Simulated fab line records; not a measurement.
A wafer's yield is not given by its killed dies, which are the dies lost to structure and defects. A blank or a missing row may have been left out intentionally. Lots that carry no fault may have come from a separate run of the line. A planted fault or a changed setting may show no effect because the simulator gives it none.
Chamber matching ; flow sky130 ; SKY_VIA4_CMP_21 on cmp-01: 4 sister chambers
The step polishes, stops on SiO2, t overpolish 25 s, target thk 0 nm. 22 wafers are shown with their chamber, then 11 later ones without.

WAFERS, EACH WITH ITS CHAMBER
wafer;chamber;motorCurrentA (A);timeToEndpointS (s);overpolishRunS (s)
L075.2;0;10.6;124;25.004
L075.3;2;13.0;126;24.999
L075.4;1;11.8;123;25.004
L076.1;2;13.2;124;25.002
L076.4;1;11.4;118;24.998
L076.5;3;10.1;123;24.997
L078.1;1;11.1;123;25.002
L078.3;0;11.5;120;25.000
L078.6;3;9.8;124;25.006
L081.2;1;11.3;119;25.002
L081.5;3;10.8;127;24.991
L081.6;2;13.8;123;25.013
L083.1;3;10.2;127;24.985
L083.2;1;11.4;121;24.995
L083.5;3;10.4;122;25.008
L084.1;1;11.2;120;25.002
L084.2;0;11.8;125;24.991
L084.3;3;11.0;130;24.999
L087.2;0;11.4;118;25.009
L087.4;3;10.2;120;25.010
L087.6;2;14.0;125;25.000
L093.3;3;10.4;121;24.987

SIGNATURES (means of the wafers above)
reading;chamber 0;chamber 1;chamber 2;chamber 3;scatter within a chamber
motorCurrentA;11.325;11.367;13.500;10.363;0.394
timeToEndpointS;121.75;120.67;124.50;124.25;2.81
overpolishRunS;25.00100;25.00050;25.00350;24.99788;0.00747
Rule: distance of a wafer from a chamber = root of the sum over the readings of ((wafer's reading minus chamber's mean) / reading's scatter) squared. The wafer belongs to the nearest chamber; if the next one is less than 2 further off, it can't be placed. The scatter is the square root of a quotient: the sum, over the shown wafers, of each reading's squared deviation from its chamber's mean, divided by wafers minus chambers.

WAFERS MISSING THEIR CHAMBER
wafer;motorCurrentA (A);timeToEndpointS (s);overpolishRunS (s)
L093.4;13.5;120;24.995
L093.5;10.9;122;24.999
L094.3;11.4;123;25.000
L094.4;11.3;126;25.007
L094.6;11.7;126;24.997
L095.1;10.0;121;24.994
L095.5;11.5;121;24.988
L095.6;10.6;126;25.008
L097.1;10.6;125;25.000
L097.5;11.4;123;25.003
L097.6;13.0;123;25.011

EACH ONE'S CHAMBER
wafer;from the rows above;in truth
L093.4;2;2
L093.5;can't be placed: 0 or 1 or 3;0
L094.3;can't be placed: 0 or 1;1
L094.4;can't be placed: 0 or 1 or 3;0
L094.6;can't be placed: 0 or 1 or 3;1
L095.1;can't be placed: 3 or 0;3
L095.5;can't be placed: 1 or 0 or 3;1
L095.6;can't be placed: 3 or 0 or 1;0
L097.1;can't be placed: 3 or 0 or 1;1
L097.5;can't be placed: 0 or 1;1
L097.6;2;2
Correct placement for 2 of the 11. These rows do not allow placing 9 (true chamber among the candidates in 9). 0 placed wrongly.
